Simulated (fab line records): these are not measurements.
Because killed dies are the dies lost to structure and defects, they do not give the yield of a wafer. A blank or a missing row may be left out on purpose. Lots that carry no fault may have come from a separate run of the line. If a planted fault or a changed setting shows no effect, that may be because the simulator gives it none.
Struck lot and sound lot, side by side    flow gf180mcu    23 out of 602 route steps
Sound: the wafers L636.2, L636.5, L636.6. Wafers struck: L642.1, L642.4, L642.6. The cause is given at the end.
At each step with rows: each side's tool, then ch and its chambers, then its first start. Under that, the readings that differ: sound wafers    struck wafers    difference of the means    sigmas: that difference in standard deviations of wafers without a fault.
alike: words and numbers the same on both sides, and readings whose means are apart by under 2 such deviations; not compared: readings that were withheld, readings missing a value for some wafer, numbers with overlapping values and no deviation given by the record, and bounds like >300 which may hide the same value.
The two part at a step that has a row with sigmas, a row that says differs or no value, or rows on one side only. Numbers that don't overlap but have no deviation are shown without sigmas and don't part them. A reading that every wafer of one side lacks parts them only if that side has two wafers or more.

GF_V1_RS_MEAS_24: measures by four-point-probe.
  sound on film_metro-01 at day 18 18:57; struck on film_metro-04 at day 21 11:55
  alike: V1_W_RS
GF_V1_THK_MEAS_25: measures by xrf.
  sound on film_metro-01 at day 18 19:04; struck on film_metro-04 at day 21 12:02
  alike: V1_W_THK
GF_V1_CMP_26: polishes, stops on SiO2, t overpolish 15 s, target thk 0 nm.
  sound on cmp-01 ch 0,1,3, day 18 19:16; struck on cmp-01 ch 0,1,3, day 21 12:05
  alike: motor_current_A, overpolish_run_s, time_to_endpoint_s
GF_M2_SPUTTER_00: material Ti, target thk 37.5 nm, time 150 s.
  sound on pvd_sputter-01 at day 18 19:25; struck on pvd_sputter-01 at day 21 12:23
  alike: cathode_dc_power_W, throttle_valve_pct
then, 1 step without rows for these wafers: GF_M2_SPUTTER_01 (material TiN, target thk 30 nm, time 25 s).
GF_M2_SPUTTER_02: material AlCu, target thk 450 nm, time 23.9 s.
  sound on pvd_sputter-01 at day 18 19:32; struck on pvd_sputter-01 at day 21 12:32
  alike: cathode_dc_power_W, throttle_valve_pct
GF_M2_SPUTTER_03: material Ti, target thk 10 nm, time 6.7 s.
  sound on pvd_sputter-01 at day 18 19:34; struck on pvd_sputter-01 at day 21 12:34
  alike: cathode_dc_power_W, throttle_valve_pct
GF_M2_SPUTTER_04: material TiN, target thk 50 nm, time 41.7 s.
  sound on pvd_sputter-01 at day 18 19:35; struck on pvd_sputter-01 at day 21 12:35
  alike: cathode_dc_power_W, throttle_valve_pct
GF_M2_RS_MEAS_05: measures by four-point-probe.
  sound on film_metro-03 at day 18 19:39; struck on film_metro-01 at day 21 12:37
  alike: M2_ALCU_RS
GF_M2_THK_MEAS_06: measures by xrf.
  sound on film_metro-03 at day 18 19:46; struck on film_metro-01 at day 21 12:44
  alike: M2_ALCU_THK
then, 2 steps without rows for these wafers: GF_M2_DEHYDRATE_07 (time 60 s); GF_M2_HMDS_08 (prime time 60 s).
GF_M2_COAT_09: resist thk 1000 nm.
  sound on litho_track-02 ch 0, day 19 07:02; struck on litho_track-01 ch 0, day 22 00:04
reading                              sound          struck          difference  sigmas
model.KrF_of_M2_COAT_09.thk_nm (nm)  999 1000 1001  1023 1022 1022  +22         
then, 4 steps without rows for these wafers: GF_M2_SOFTBAKE_10 (time 60 s); GF_M2_EXPOSE_11 (exposes mask Metal2, target cd 280 nm); GF_M2_PEB_12 (peb time 90 s); GF_M2_DEVELOP_13 (develop time 60 s).
GF_M2_CD_MEAS_14 targets a cd of 280 nm.
  sound on cd_sem-02 at day 19 19:25; struck on cd_sem-02 at day 22 11:55
reading     sound              struck             difference  sigmas
cd_nm (nm)  278.6 279.4 278.8  282.4 281.7 282.3  +3.2        +3
GF_M2_OVL_MEAS_15:
  sound on overlay-01 at day 19 19:32; struck on overlay-01 at day 22 12:02
  alike: M2_OVL
GF_M2_METAL_ETCH_16: etches the open film in Cl2/BCl3, stops on SiO2, target depth 750.8 nm, time 125.1 s.
  sound on rie_metal-02 ch 0,1, day 19 19:34; struck on rie_metal-01 ch 0,1, day 22 12:04
reading                              sound            struck             difference  sigmas
model.KrF_of_M2_COAT_09.thk_nm (nm)  681.6 684 684.3  707.6 705.3 706.8  +23.3       
  alike: bcl3_flow_sccm, chamber_pressure_mTorr, drypump_motor_current_A, oes_product_au, throttle_valve_pct
  not compared: rf_hours_counter_h
GF_M2_STRIP_17: strips in O2/N2.
  sound on plasma_asher-02 ch 0,1, day 19 19:41; struck on plasma_asher-02 ch 0,1, day 22 12:11
reading                       sound              struck             difference  sigmas
oes_product_au (a.u.)         0.536 0.539 0.532  0.550 0.542 0.550  +0.012      +3
strip_time_to_endpoint_s (s)  7.36 7.39 7.37     7.62 7.58 7.61     +0.23       +7
  alike: chamber_pressure_mTorr, drypump_motor_current_A, heater_power_w
  not compared: rf_hours_counter_h
then, 2 steps without rows for these wafers: GF_M2_STRIP_18 (strips in post etch residue remover, time 1200 s); GF_PASSIVATION_PROBE_99.

== WHERE THEY PART ==
Last at GF_M2_STRIP_17 as far as this record goes, first at GF_M2_CD_MEAS_14.

WHY: what the simulator had put in
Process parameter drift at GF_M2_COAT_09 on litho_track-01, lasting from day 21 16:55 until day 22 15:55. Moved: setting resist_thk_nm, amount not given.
